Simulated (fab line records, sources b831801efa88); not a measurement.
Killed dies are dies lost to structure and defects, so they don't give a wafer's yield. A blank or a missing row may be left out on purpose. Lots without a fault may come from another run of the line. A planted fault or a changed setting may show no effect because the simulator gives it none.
Chamber matching | flow sky130 | SKY_VIA2_CMP_02 on cmp-01: 4 sister chambers
The step polishes SiO2. 4 wafers are shown with their chamber, then 7 later ones without.

WAFERS WITH THEIR CHAMBER
wafer  | chamber | motor_current_A (A)
L645.2 | 0       | 11.8
L645.3 | 3       | 12.6
L650.1 | 2       | 12.0
L650.2 | 1       | 10.6

WAFERS WITHOUT THEIR CHAMBER
wafer  | motor_current_A (A)
L650.3 | 11.6
L651.1 | 12.3
L651.3 | 10.0
L651.6 | 12.4
L652.1 | 12.1
L652.2 | 11.0
L652.4 | 12.6

WHICH CHAMBER EACH WENT THROUGH
wafer  | from the rows above          | in truth
L650.3 | can't be placed: 0 or 2      | 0
L651.1 | can't be placed: 3 or 2 or 0 | 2
L651.3 | 1                            | 1
L651.6 | can't be placed: 3 or 2 or 0 | 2
L652.1 | can't be placed: 2 or 0 or 3 | 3
L652.2 | can't be placed: 1 or 0 or 2 | 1
L652.4 | can't be placed: 3 or 2      | 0
Placed correctly: 1 of 7. Can't be placed from these rows: 6 (the true chamber is among the candidates in 5). Placed wrongly: 0.
How it was worked out, from the rows above alone: a wafer's distance from a chamber is the root of the sum, over the readings, of the square of ((its reading less the chamber's mean) divided by the reading's scatter). The wafer belongs to the nearest chamber; if the next one is less than 2 further off, it can't be placed. A chamber's mean is the mean of its shown wafers. The scatter: with one shown wafer a chamber, the root of the mean of the squares of how far each hidden wafer lies from its nearest shown one.
